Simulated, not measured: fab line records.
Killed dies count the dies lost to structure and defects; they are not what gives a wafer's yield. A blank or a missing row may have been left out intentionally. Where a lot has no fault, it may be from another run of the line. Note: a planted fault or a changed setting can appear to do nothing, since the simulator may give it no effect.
Lot-split experiment -- flow gf180mcu -- on a route of 602 steps: 5 lots, 23 wafers read

== SPLIT DETAILS ==
At GF_M3_SPUTTER_03 (material Ti, target thk 10 nm, time 6.7 s), the setting time_s was moved away from the recipe's 6.7 s on 5 of the 23 wafers read, by -14.4% to -6.9%. For the rest of the wafers, this setting stayed at what the recipe calls for.

The reading is taken at the split's own step.

== THE READING ==
Ti_of_M3_SPUTTER_03.thk_nm (the simulator's own value, which no gauge read), in nm, at GF_M3_SPUTTER_03 (material Ti, target thk 10 nm, time 6.7 s). The file does not state a usual value for it. Here, 18 wafers ran the recipe; their average is 9.938 nm with a standard deviation of 0.12 nm.

wafer,"tool, chamber at the split","time_s as run, s",against the recipe,"Ti_of_M3_SPUTTER_03.thk_nm, nm",against lot-mates on the recipe
L075.1,"pvd_sputter-01, -",6.7,recipe,10.02,-
L075.2,"pvd_sputter-01, -",6.7,recipe,10.02,-
L075.3,"pvd_sputter-01, -",5.732,-14.4%,8.606,-1.444
L075.5,"pvd_sputter-01, -",6.7,recipe,10.11,-
L075.6,"pvd_sputter-01, -",5.732,-14.4%,8.595,-1.455
L076.1,"pvd_sputter-03, -",6.7,recipe,10.05,-
L076.3,"pvd_sputter-03, -",6.7,recipe,10.05,-
L076.2,"pvd_sputter-03, -",6.7,recipe,9.875,-
L076.5,"pvd_sputter-03, -",6.7,recipe,9.935,-
L076.6,"pvd_sputter-03, -",6.7,recipe,9.889,-
L079.1,"pvd_sputter-04, -",6.236,-6.9%,9.35,-0.740
L079.2,"pvd_sputter-04, -",6.7,recipe,10.1,-
L079.3,"pvd_sputter-04, -",6.7,recipe,10.08,-
L079.4,"pvd_sputter-04, -",6.236,-6.9%,9.479,-0.611
L079.5,"pvd_sputter-04, -",6.236,-6.9%,9.394,-0.696
L080.1,"pvd_sputter-03, -",6.7,recipe,9.92,-
L080.2,"pvd_sputter-03, -",6.7,recipe,9.71,-
L080.6,"pvd_sputter-03, -",6.7,recipe,9.955,-
L085.1,"pvd_sputter-03, -",6.7,recipe,9.782,-
L085.2,"pvd_sputter-03, -",6.7,recipe,9.91,-
L085.4,"pvd_sputter-03, -",6.7,recipe,9.813,-
L085.5,"pvd_sputter-03, -",6.7,recipe,9.71,-
L085.6,"pvd_sputter-03, -",6.7,recipe,9.962,-

FIT RESULTS
A straight line over all 23 wafers: Ti_of_M3_SPUTTER_03.thk_nm changes by +0.0891 nm for each +1% of time_s; r = +0.96; the points scatter about the line by 0.12 nm.
The same after taking each lot's own level away (the mean of its wafers on the recipe; 23 wafers): +0.0999 nm for each +1%; r = +0.99; scatter 0.075 nm.
On that fit, the largest move of time_s shifts the reading by 1.4 nm.
From 9.8354 to 10.0900 nm: that is the span of the lots' own levels, equal to 2.1 times the standard deviation above.
So the slope is not independent of the lot-to-lot level: the two fits are not the same.
Check: with one of the wafers moved furthest among these (-14.4%) left out of the fit, the line predicts -1.44 nm for it against its lot-mates. Against them it came out at -1.44 nm.

== THE OTHER SPLITS THESE WAFERS WENT THROUGH ==
These wafers also went through other splits before the reading. Each is held against what the fit with the lots' levels taken away leaves over:
other split on the same wafers,wafers away from the commonest value,r with Ti_of_M3_SPUTTER_03.thk_nm (lot level and that fit taken away)
GF_M1_METAL_ETCH_16 time_s,7,-0.35
GF_V1_SPUTTER_21 time_s,8,-0.06
GF_V2_PEB_12 peb_temp_c,6,+0.08
GF_M3_SPUTTER_02 time_s,8,-0.11

== FILE'S OWN FIT ==
Ti_of_M3_SPUTTER_03.thk_nm changes by +0.1 nm for each +1% of time_s, r = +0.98.
